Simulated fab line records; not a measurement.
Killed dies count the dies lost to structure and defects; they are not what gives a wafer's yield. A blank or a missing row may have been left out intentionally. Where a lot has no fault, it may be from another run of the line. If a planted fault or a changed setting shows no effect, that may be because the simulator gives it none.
fab line records	flow sky130
[record] lots = 24	wafers = 72	last-day = 50
route steps=708 shown NWELL@34 PWDE@55 SPACER@306 SD_P@331 SD_N@356 CAPM@549
lots untouched by any fault: they come from a run of this same line in which no faults occurred
start-h: hours from the record's opening day to when the first of the lot's shown wafers began	wait-h: hours since the lot's step before	" identical to the entry in the row above	L1.1+2: several wafers, shown together as one row	- no value present, or no start provided	* or withheld: withheld	< > ~ a bound
route shown NAME@n: NAME is a module with steps in the file, n the number in the route of the first one	usual: average and standard deviation across the fault-free wafers	same: alike in all rows	chamber/n: place in a boat	sites: readings site by site	_std_site: the standard deviation of these	_edge_site: the outer-site mean with the inner-site mean subtracted	radius-mm: how far each site lies from the wafer's centre	mask NAME#n: copy n	behind: tool/chamber where the wafer was last shaped	hold: what put the lot on hold/how long, in hours/how the hold closed	device: names the non-switching transistor (n, p or np)	end of line: the tests these same wafers got at the end of their route	a step with no rows: only its recipe	killed: dies lost to structure and defects at the first sort, not the wafer's yield	map: per-die view of a wafer (x killed, . not killed, _ where there is no die)
set.NAME: setting as actually run; set.NAME@STEP: the setting as run at that earlier step	model.NAME: the simulator's own value behind a step, which no gauge read
a sample of lots followed through the steps of the route, with each step as a table and each wafer as a row
services: a tool's chamber out of use, with start hour (start-h, from the record's first day; less than 0 if before it), hours out, and reason
[[steps]]
[step SKY_NWELL_THK_MEAS_02]
[recipe] reads = SiO2_of_NWELL_OXIDATION_01
[usual] NWELL_OXIDATION_THK = 9.94/0.19
lot.wafer	tool	chamber	start-h	wait-h	NWELL_OXIDATION_THK[nm]
L074.1	film-metro-02	-	38.80	0.0	9.58
L074.2	"	-	"	"	9.56
L074.5	"	-	"	"	9.56
L075.2	film-metro-01	-	42.89	0.0	9.80
L075.3	"	-	"	"	9.87
L075.5	"	-	"	"	9.71
L076.3	film-metro-01	-	46.11	0.0	9.65
L076.5	"	-	"	"	10.06
L076.6	"	-	"	"	9.85
L077.3	film-metro-02	-	51.50	0.0	9.92
L077.4	"	-	"	"	10.03
L077.5	"	-	"	"	9.98
L078.1	film-metro-03	-	58.37	0.0	9.73
L078.2	"	-	"	"	9.92
L078.5	"	-	"	"	9.98
L079.2	film-metro-01	-	61.19	0.0	9.69
L079.5	"	-	"	"	9.69
L079.6	"	-	"	"	9.76
L080.1	film-metro-03	-	67.96	0.0	10.00
L080.2	"	-	"	"	10.01
L080.3	"	-	"	"	10.03
L081.1	film-metro-02	-	73.01	0.0	10.08
L081.5	"	-	"	"	9.83
L081.6	"	-	"	"	10.18
L082.1	film-metro-01	-	76.78	0.0	9.83
L082.3	"	-	"	"	10.10
L082.4	"	-	"	"	9.84
L083.1	film-metro-03	-	83.03	0.0	10.14
L083.4	"	-	"	"	10.03
L083.6	"	-	"	"	10.00
L084.4	film-metro-03	-	90.76	0.0	10.53
L084.5	"	-	"	"	10.30
L084.6	"	-	"	"	10.16
L085.3	film-metro-02	-	99.97	0.0	9.95
L085.4	"	-	"	"	9.92
L085.5	"	-	"	"	10.02
L086.1	film-metro-03	-	106.28	0.0	9.85
L086.4	"	-	"	"	9.86
L086.5	"	-	"	"	9.87
L087.2	film-metro-02	-	106.31	0.0	9.92
L087.3	"	-	"	"	10.19
L087.6	"	-	"	"	9.99
L088.2	film-metro-01	-	112.71	0.0	10.24
L088.4	"	-	"	"	10.08
L088.6	"	-	"	"	10.01
L089.1	film-metro-01	-	116.94	0.0	9.86
L089.2	"	-	"	"	9.77
L089.5	"	-	"	"	9.81
L090.1	film-metro-01	-	125.13	0.0	9.90
L090.3	"	-	"	"	9.93
L090.4	"	-	"	"	9.83
L091.2	film-metro-02	-	129.20	0.0	10.10
L091.4	"	-	"	"	9.92
L091.5	"	-	"	"	10.02
L092.1	film-metro-03	-	132.45	0.0	10.21
L092.2	"	-	"	"	10.12
L092.6	"	-	"	"	10.10
L093.1	film-metro-03	-	135.76	0.0	10.19
L093.3	"	-	"	"	10.01
L093.6	"	-	"	"	10.20
L094.2	film-metro-03	-	142.96	0.0	9.91
L094.4	"	-	"	"	9.98
L094.6	"	-	"	"	9.88
L095.1	film-metro-02	-	155.07	0.0	9.79
L095.3	"	-	"	"	9.82
L095.6	"	-	"	"	9.76
L096.1	film-metro-02	-	159.17	0.0	9.75
L096.2	"	-	"	"	9.80
L096.4	"	-	"	"	9.84
L097.1	film-metro-01	-	159.17	0.0	9.68
L097.4	"	-	"	"	9.82
L097.5	"	-	"	"	9.67
[step SKY_PWDE_TW_MEAS_10]
[usual] PWDE_TW = 375.2/2
lot.wafer	tool	chamber	start-h	wait-h	PWDE_TW
L074.1	film-metro-03	-	70.55	0.1	371.5
L074.2	"	-	"	"	374.8
L074.5	"	-	"	"	373.1
L075.2	film-metro-01	-	75.15	0.1	376.1
L075.3	"	-	"	"	377.8
L075.5	"	-	"	"	377.2
L076.3	film-metro-02	-	79.18	0.1	376.9
L076.5	"	-	"	"	376.5
L076.6	"	-	"	"	375.7
L077.3	film-metro-02	-	85.13	0.1	375.8
L077.4	"	-	"	"	374.8
L077.5	"	-	"	"	376.6
L078.1	film-metro-02	-	93.34	0.1	376.1
L078.2	"	-	"	"	376.5
L078.5	"	-	"	"	379.2
L079.2	film-metro-02	-	95.61	0.1	374.8
L079.5	"	-	"	"	377.1
L079.6	"	-	"	"	375.5
L080.1	film-metro-01	-	101.70	0.1	374.8
L080.2	"	-	"	"	372.2
L080.3	"	-	"	"	375.5
L081.1	film-metro-02	-	106.76	0.1	373.1
L081.5	"	-	"	"	374.1
L081.6	"	-	"	"	372.5
L082.1	film-metro-03	-	110.79	0.1	371.8
L082.3	"	-	"	"	370.7
L082.4	"	-	"	"	371.7
L083.1	film-metro-02	-	118.49	0.1	372.6
L083.4	"	-	"	"	372.8
L083.6	"	-	"	"	372.8
L084.4	film-metro-02	-	126.34	0.1	373.5
L084.5	"	-	"	"	373.4
L084.6	"	-	"	"	373.1
L085.3	film-metro-01	-	136.31	0.1	375.8
L085.4	"	-	"	"	377.3
L085.5	"	-	"	"	377.8
L086.1	film-metro-02	-	143.50	0.1	374.8
L086.4	"	-	"	"	375.5
L086.5	"	-	"	"	376.5
L087.2	film-metro-02	-	144.22	0.1	371.8
L087.3	"	-	"	"	371.5
L087.6	"	-	"	"	373.0
L088.2	film-metro-01	-	150.27	0.1	375.2
L088.4	"	-	"	"	378.3
L088.6	"	-	"	"	375.8
L089.1	film-metro-01	-	155.16	0.1	376.6
L089.2	"	-	"	"	375.6
L089.5	"	-	"	"	375.7
L090.1	film-metro-01	-	164.09	0.1	376.3
L090.3	"	-	"	"	375.3
L090.4	"	-	"	"	376.9
L091.2	film-metro-01	-	167.30	0.1	376.2
L091.4	"	-	"	"	375.6
L091.5	"	-	"	"	378.5
L092.1	film-metro-02	-	170.96	0.1	376.0
L092.2	"	-	"	"	377.4
L092.6	"	-	"	"	379.0
L093.1	film-metro-01	-	175.54	0.1	375.6
L093.3	"	-	"	"	377.6
L093.6	"	-	"	"	378.1
L094.2	film-metro-01	-	182.36	0.1	374.7
L094.4	"	-	"	"	372.9
L094.6	"	-	"	"	377.3
L095.1	film-metro-01	-	196.69	0.1	375.1
L095.3	"	-	"	"	376.6
L095.6	"	-	"	"	376.2
L097.1	film-metro-02	-	201.39	0.1	376.1
L097.4	"	-	"	"	375.8
L097.5	"	-	"	"	377.2
L096.1	film-metro-03	-	201.74	0.1	372.0
L096.2	"	-	"	"	372.4
L096.4	"	-	"	"	374.0
[step SKY_SPACER_ETCHBACK_02]
[recipe] chemistry = CH3F/O2	target = Si3N4	stop-on = SiO2	source-w = 400	bias-w = 80	pressure-mtorr = 25	ch3f-flow-sccm = 40	O2_flow_sccm = 30	time-s = 46.7	target-depth-a = 450
[usual] drypump-motor-current-A = 5.8/0.47	oes-product-au = 0.854/0.0059	throttle-valve-pct = 10.563/0.0095
lot.wafer	tool	chamber	start-h	wait-h	drypump-motor-current-A	oes-product-au	rf-hours-counter-h	throttle-valve-pct
L074.1	rie-diel-04	0	526.27	0.1	5.8	0.862	38	10.573
L074.2	"	1	"	"	6.3	0.859	44	10.561
L074.5	"	0	"	"	5.8	0.856	-	10.555
L075.2	rie-diel-03	0	536.59	0.0	4.9	0.850	19	10.559
L075.3	"	2	"	"	5.8	0.861	6	10.545
L075.5	"	3	"	"	6.0	0.857	-	10.564
L076.3	rie-diel-01	0	539.42	0.0	4.9	0.857	49	10.566
L076.5	"	3	"	"	6.6	0.860	-	10.556
L076.6	"	0	"	"	4.9	0.857	-	10.575
L077.3	rie-diel-01	0	554.72	0.0	5.0	0.856	49	10.569
L077.4	"	2	"	"	5.5	0.860	8	10.556
L077.5	"	2	"	"	5.6	0.854	-	10.569
L078.1	rie-diel-04	2	569.05	0.1	6.3	0.858	12	10.544
L078.2	"	3	"	"	5.6	0.852	1	10.580
L078.5	"	3	"	"	5.6	0.847	-	10.550
L079.2	rie-diel-03	0	570.25	0.0	5.0	0.843	19	10.560
L079.5	"	2	"	"	5.8	0.862	-	10.553
L079.6	"	1	"	"	5.6	0.856	-	10.576
L080.1	rie-diel-04	3	578.62	0.1	5.6	0.862	2	10.566
L080.2	"	0	"	"	5.8	0.866	39	10.561
L080.3	"	2	"	"	6.3	0.848	12	10.563
L081.1	rie-diel-01	1	590.57	0.1	5.9	0.859	75	10.560
L081.5	"	1	"	"	5.9	0.849	-	10.575
L081.6	"	3	"	"	6.5	0.855	-	10.573
L082.1	rie-diel-03	2	591.77	0.1	5.7	0.845	7	10.547
L082.3	"	3	"	"	6.0	0.841	2	10.562
L082.4	"	2	"	"	5.7	0.855	-	10.564
L083.1	rie-diel-01	3	604.93	0.1	6.6	0.856	10	10.550
L083.4	"	3	"	"	6.6	0.855	-	10.569
L083.6	"	0	"	"	4.9	0.851	-	10.561
L084.4	rie-diel-03	2	619.70	0.0	5.7	0.857	8	10.569
L084.5	"	0	"	"	4.9	0.851	-	10.572
L084.6	"	3	"	"	6.0	0.851	-	10.564
L085.3	rie-diel-03	3	633.77	0.0	6.0	0.851	3	10.555
L085.4	"	0	"	"	5.0	0.850	-	10.546
L085.5	"	3	"	"	6.0	0.850	-	10.564
L086.1	rie-diel-04	1	637.13	0.1	6.3	0.852	46	10.557
L086.4	"	2	"	"	6.3	0.844	13	10.579
L086.5	"	3	"	"	5.6	0.844	-	10.546
L087.2	rie-diel-03	1	649.33	0.0	5.6	0.854	8	10.557
L087.3	"	0	"	"	4.9	0.851	21	10.568
L087.6	"	3	"	"	6.0	0.851	-	10.560
L088.2	rie-diel-01	2	652.57	0.0	5.5	0.852	10	10.571
L088.4	"	3	"	"	6.5	0.859	11	10.563
L088.6	"	1	"	"	5.9	0.846	-	10.545
L089.1	rie-diel-03	2	659.73	0.1	5.8	0.857	9	10.554
L089.2	"	3	"	"	6.1	0.857	4	10.564
L089.5	"	2	"	"	5.8	0.854	-	10.564
L090.1	rie-diel-04	2	678.20	0.1	6.3	0.863	14	10.580
L090.3	"	1	"	"	6.3	0.864	47	10.558
L090.4	"	3	"	"	5.7	0.853	3	10.553
L091.2	rie-diel-03	0	678.20	0.0	5.0	0.856	22	10.556
L091.4	"	2	"	"	5.8	0.861	9	10.571
L091.5	"	2	"	"	5.8	0.862	-	10.562
L092.1	rie-diel-04	1	680.76	0.1	6.3	0.854	47	10.562
L092.2	"	2	"	"	6.3	0.859	14	10.565
L092.6	"	1	"	"	6.3	0.855	-	10.582
L093.1	rie-diel-01	1	689.06	0.1	5.9	0.854	2	10.560
L093.3	"	2	"	"	5.5	0.852	11	10.566
L093.6	"	3	"	"	6.6	0.858	-	10.566
L094.2	rie-diel-01	2	698.47	0.0	5.5	0.858	12	10.560
L094.4	"	3	"	"	6.6	0.866	12	10.565
L094.6	"	1	"	"	6.0	0.857	-	10.576
L097.1	rie-diel-04	2	721.58	0.1	6.3	0.853	14	10.554
L097.4	"	3	"	"	5.6	0.844	4	10.571
L097.5	"	3	"	"	5.6	0.853	-	10.561
L095.1	rie-diel-01	1	722.79	0.1	5.9	0.848	3	10.575
L095.3	"	2	"	"	5.5	0.860	12	10.562
L095.6	"	0	"	"	4.9	0.852	-	10.564
L096.1	rie-diel-04	3	725.35	0.1	5.6	0.854	4	10.565
L096.2	"	0	"	"	5.8	0.857	42	10.547
L096.4	"	2	"	"	6.3	0.858	-	10.552
[step SKY_SD_P_TW_MEAS_11]
[usual] SD_P_TW = 2833/22
lot.wafer	tool	chamber	start-h	wait-h	SD_P_TW
L074.1	film-metro-01	-	586.92	0.1	2854
L074.2	"	-	"	"	2853
L074.5	"	-	"	"	2844
L075.2	film-metro-01	-	596.60	0.1	2844
L075.3	"	-	"	"	2860
L075.5	"	-	"	"	2848
L076.3	film-metro-02	-	599.18	0.1	2826
L076.5	"	-	"	"	2838
L076.6	"	-	"	"	2817
L077.3	film-metro-04	-	615.48	0.1	2794
L077.4	"	-	"	"	2802
L077.5	"	-	"	"	2816
L078.1	film-metro-02	-	628.44	0.1	2855
L078.2	"	-	"	"	2834
L078.5	"	-	"	"	2837
L079.2	film-metro-02	-	629.32	0.1	2845
L079.5	"	-	"	"	2854
L079.6	"	-	"	"	2843
L080.1	film-metro-02	-	637.19	0.1	2849
L080.2	"	-	"	"	2837
L080.3	"	-	"	"	2846
L081.1	film-metro-02	-	647.92	0.1	2859
L081.5	"	-	"	"	2840
L081.6	"	-	"	"	2855
L082.1	film-metro-02	-	650.04	0.1	2854
L082.3	"	-	"	"	2848
L082.4	"	-	"	"	2866
L083.1	film-metro-01	-	662.69	0.1	2840
L083.4	"	-	"	"	2847
L083.6	"	-	"	"	2845
L084.4	film-metro-04	-	677.69	0.1	2774
L084.5	"	-	"	"	2769
L084.6	"	-	"	"	2766
L085.3	film-metro-01	-	690.33	0.1	2853
L085.4	"	-	"	"	2858
L085.5	"	-	"	"	2843
L086.1	film-metro-01	-	694.46	0.1	2840
L086.4	"	-	"	"	2840
L086.5	"	-	"	"	2846
L087.2	film-metro-02	-	706.38	0.1	2833
L087.3	"	-	"	"	2830
L087.6	"	-	"	"	2847
L088.2	film-metro-01	-	709.85	0.1	2826
L088.4	"	-	"	"	2820
L088.6	"	-	"	"	2819
L089.1	film-metro-02	-	715.89	0.1	2830
L089.2	"	-	"	"	2856
L089.5	"	-	"	"	2846
L090.1	film-metro-01	-	733.27	0.1	2855
L090.3	"	-	"	"	2857
L090.4	"	-	"	"	2861
L091.2	film-metro-02	-	734.18	0.1	2826
L091.4	"	-	"	"	2821
L091.5	"	-	"	"	2831
L092.1	film-metro-04	-	737.28	0.1	2804
L092.2	"	-	"	"	2778
L092.6	"	-	"	"	2783
L093.1	film-metro-01	-	744.59	0.1	2809
L093.3	"	-	"	"	2824
L093.6	"	-	"	"	2835
L094.2	film-metro-02	-	753.20	0.1	2840
L094.4	"	-	"	"	2857
L094.6	"	-	"	"	2863
L097.1	film-metro-01	-	775.96	0.1	2819
L097.4	"	-	"	"	2817
L097.5	"	-	"	"	2846
L095.1	film-metro-02	-	777.74	0.1	2827
L095.3	"	-	"	"	2840
L095.6	"	-	"	"	2845
L096.1	film-metro-02	-	779.61	0.1	2830
L096.2	"	-	"	"	2822
L096.4	"	-	"	"	2839
[step SKY_SD_N_RTA_14]
[recipe] temp-c = 1075	time-s = 2	idle-temp-c = 650	ramp-up-c-per-s = 150	ramp-down-c-per-s = 90	ambient = N2
[usual] lamp-power-pct = 15.74/0.052	ramp-down-c-per-s = 90.000/0.015	wafer_temp_C_max = 1078.2/1.4
lot.wafer	tool	chamber	start-h	wait-h	lamp-power-pct	ramp-down-c-per-s	wafer_temp_C_max
L074.1	rtp-anneal-02	0	646.07	0.0	15.70	90.004	1077.7
L074.2	"	0	"	"	15.87	89.971	1079.0
L074.5	"	0	"	"	15.82	90.005	1079.5
L075.2	rtp-anneal-01	0	655.14	0.0	15.81	89.993	1078.8
L075.3	"	0	"	"	15.74	89.984	1082.1
L075.5	"	0	"	"	15.69	90.012	1076.1
L076.3	rtp-anneal-02	0	658.29	0.0	15.70	90.023	1078.2
L076.5	"	0	"	"	15.72	89.999	1079.2
L076.6	"	0	"	"	15.77	89.986	1076.8
L077.3	rtp-anneal-01	0	673.60	0.0	15.70	89.988	1078.4
L077.4	"	0	"	"	15.76	89.994	1077.4
L077.5	"	0	"	"	15.83	90.000	1080.0
L078.1	rtp-anneal-02	0	685.98	0.0	15.71	89.998	1077.5
L078.2	"	0	"	"	15.75	89.982	1078.0
L078.5	"	0	"	"	15.68	89.958	1077.3
L079.2	rtp-anneal-01	0	686.99	0.0	15.77	90.001	1076.5
L079.5	"	0	"	"	15.76	90.005	1078.1
L079.6	"	0	"	"	15.72	90.001	1078.6
L080.1	rtp-anneal-02	0	693.93	0.0	15.79	89.980	1079.6
L080.2	"	0	"	"	15.63	90.010	1078.1
L080.3	"	0	"	"	15.63	90.009	1078.2
L081.1	rtp-anneal-01	0	704.88	0.0	15.70	89.992	1077.9
L081.5	"	0	"	"	15.69	90.041	1076.8
L081.6	"	0	"	"	15.77	89.975	1078.8
L082.1	rtp-anneal-02	0	706.88	0.0	15.72	90.012	1079.7
L082.3	"	0	"	"	15.81	89.994	1076.4
L082.4	"	0	"	"	15.79	90.001	1077.4
L083.1	rtp-anneal-01	0	718.38	0.0	15.81	89.998	1076.6
L083.4	"	0	"	"	15.72	89.979	1076.7
L083.6	"	0	"	"	15.79	90.005	1081.2
L084.4	rtp-anneal-02	0	732.96	0.0	15.73	90.021	1079.3
L084.5	"	0	"	"	15.76	89.985	1077.7
L084.6	"	0	"	"	15.71	90.001	1079.8
L085.3	rtp-anneal-01	0	746.05	0.0	15.73	90.007	1079.8
L085.4	"	0	"	"	15.80	90.000	1079.1
L085.5	"	0	"	"	15.75	89.989	1077.6
L086.1	rtp-anneal-02	0	749.03	0.0	15.85	90.029	1077.7
L086.4	"	0	"	"	15.75	89.974	1078.2
L086.5	"	0	"	"	15.73	90.021	1077.1
L087.2	rtp-anneal-01	0	759.93	0.0	15.77	89.963	1077.6
L087.3	"	0	"	"	15.73	89.988	1077.1
L087.6	"	0	"	"	15.75	89.996	1077.3
L088.2	rtp-anneal-02	0	763.45	0.0	15.81	89.996	1076.5
L088.4	"	0	"	"	15.77	89.996	1077.8
L088.6	"	0	"	"	15.70	90.003	1079.7
L089.1	rtp-anneal-01	0	771.33	0.0	15.72	90.000	1077.1
L089.2	"	0	"	"	15.74	90.000	1077.6
L089.5	"	0	"	"	15.71	90.007	1078.2
L090.1	rtp-anneal-02	0	786.59	0.0	15.70	90.008	1078.0
L090.3	"	0	"	"	15.74	89.994	1078.5
L090.4	"	0	"	"	15.70	90.000	1076.9
L091.2	rtp-anneal-01	0	788.39	0.0	15.75	89.995	1078.6
L091.4	"	0	"	"	15.71	89.989	1076.9
L091.5	"	0	"	"	15.68	89.988	1079.4
L092.1	rtp-anneal-02	0	791.67	0.0	15.79	90.029	1078.7
L092.2	"	0	"	"	15.74	90.020	1079.0
L092.6	"	0	"	"	15.72	89.996	1076.9
L093.1	rtp-anneal-01	0	798.48	0.0	15.82	90.011	1077.0
L093.3	"	0	"	"	15.73	90.006	1081.9
L093.6	"	0	"	"	15.75	89.995	1081.4
L094.2	rtp-anneal-02	0	807.37	0.0	15.72	90.004	1078.1
L094.4	"	0	"	"	15.72	90.012	1079.1
L094.6	"	0	"	"	15.68	89.995	1076.8
L097.1	rtp-anneal-01	0	828.23	0.0	15.72	90.003	1078.0
L097.4	"	0	"	"	15.69	90.015	1080.6
L097.5	"	0	"	"	15.70	90.011	1078.8
L095.1	rtp-anneal-02	0	831.68	0.0	15.82	89.994	1078.9
L095.3	"	0	"	"	15.84	90.009	1076.6
L095.6	"	0	"	"	15.70	90.009	1082.7
L096.1	rtp-anneal-01	0	831.97	0.0	15.74	90.025	1076.2
L096.2	"	0	"	"	15.72	89.999	1077.4
L096.4	"	0	"	"	15.74	90.000	1077.9
[step SKY_CAPM_OVL_MEAS_12]
[usual] CAPM_OVL = 0.1/1.3
lot.wafer	tool	chamber	start-h	wait-h	CAPM_OVL[nm]
L074.1	overlay-01	-	875.76	0.1	1.1
L074.2	"	-	"	"	0.2
L074.5	"	-	"	"	0.1
L075.2	overlay-02	-	882.93	0.1	1.2
L075.3	"	-	"	"	0.8
L075.5	"	-	"	"	0.0
L076.3	overlay-01	-	886.18	0.1	0.9
L076.5	"	-	"	"	-0.1
L076.6	"	-	"	"	0.3
L077.3	overlay-01	-	898.28	0.1	1.2
L077.4	"	-	"	"	3.0
L077.5	"	-	"	"	0.4
L078.1	overlay-01	-	910.51	0.1	1.0
L078.2	"	-	"	"	1.0
L078.5	"	-	"	"	0.3
L079.2	overlay-02	-	912.76	0.1	1.7
L079.5	"	-	"	"	0.4
L079.6	"	-	"	"	1.3
L080.1	overlay-01	-	920.12	0.1	-1.9
L080.2	"	-	"	"	-3.6
L080.3	"	-	"	"	-3.4
L081.1	overlay-01	-	927.96	0.1	-1.2
L081.5	"	-	"	"	-1.7
L081.6	"	-	"	"	-1.2
L082.1	overlay-01	-	932.11	0.1	-1.5
L082.3	"	-	"	"	1.3
L082.4	"	-	"	"	-1.1
L083.1	overlay-02	-	940.26	0.1	1.0
L083.4	"	-	"	"	-0.8
L083.6	"	-	"	"	0.7
L084.4	overlay-01	-	950.09	0.1	0.9
L084.5	"	-	"	"	0.3
L084.6	"	-	"	"	0.8
L085.3	overlay-02	-	965.78	0.1	1.7
L085.4	"	-	"	"	0.7
L085.5	"	-	"	"	0.5
L086.1	overlay-01	-	968.51	0.1	-2.0
L086.4	"	-	"	"	-1.5
L086.5	"	-	"	"	-2.3
L087.2	overlay-02	-	974.87	0.1	0.4
L087.3	"	-	"	"	1.4
L087.6	"	-	"	"	0.0
L088.2	overlay-01	-	983.57	0.1	-1.6
L088.4	"	-	"	"	-0.2
L088.6	"	-	"	"	1.1
L089.1	overlay-02	-	988.67	0.1	0.6
L089.2	"	-	"	"	1.2
L089.5	"	-	"	"	0.0
L090.1	overlay-01	-	998.86	0.1	0.5
L090.3	"	-	"	"	-1.5
L090.4	"	-	"	"	-1.8
L091.2	overlay-01	-	999.17	0.1	-1.5
L091.4	"	-	"	"	-1.5
L091.5	"	-	"	"	0.9
L092.1	overlay-02	-	1005.16	0.1	0.2
L092.2	"	-	"	"	1.1
L092.6	"	-	"	"	-0.5
L093.1	overlay-01	-	1012.91	0.1	1.3
L093.3	"	-	"	"	1.7
L093.6	"	-	"	"	0.6
L094.2	overlay-01	-	1019.62	0.1	-0.1
L094.4	"	-	"	"	-0.4
L094.6	"	-	"	"	-0.2
L097.1	overlay-02	-	1037.81	0.1	1.4
L097.4	"	-	"	"	1.9
L097.5	"	-	"	"	0.4
L095.1	overlay-02	-	1040.91	0.1	1.9
L095.3	"	-	"	"	2.3
L095.6	"	-	"	"	0.6
L096.1	overlay-01	-	1041.21	0.1	1.4
L096.2	"	-	"	"	-0.5
L096.4	"	-	"	"	-0.9
[[services]]
tool	chamber	start-h	hours	kind
rie-diel-04	3	514.62	13.9	repair
rie-diel-01	3	528.62	2.4	repair
rie-diel-04	-	546.28	0.3	repair
rie-diel-01	-	571.97	0.3	repair
rie-diel-01	-	574.66	4.3	pm
rie-diel-01	0	581.80	20.7	repair
rie-diel-03	0	585.82	9.6	repair
rie-diel-01	1	602.45	-	clean
rie-diel-01	1	602.45	13.8	scheduled-down
rie-diel-01	1	602.45	13.8	vent-cycle
rtp-anneal-01	-	606.40	2.2	pm
rtp-anneal-02	-	619.35	4.7	pm
rie-diel-03	2	627.56	10.5	repair
rie-diel-01	-	641.12	1.2	repair
rie-diel-04	-	644.25	0.5	repair
rie-diel-03	1	657.21	12.5	repair
rie-diel-03	-	682.11	2.4	repair
rie-diel-04	1	684.20	1.4	repair
rie-diel-01	0	686.85	5.6	repair
rie-diel-03	1	700.60	5.3	repair
rie-diel-01	3	701.45	48.5	repair
rie-diel-03	2	775.65	7.6	repair
rie-diel-04	-	776.36	2.4	repair
rie-diel-01	-	781.25	1.7	repair
[[key]]
fault none
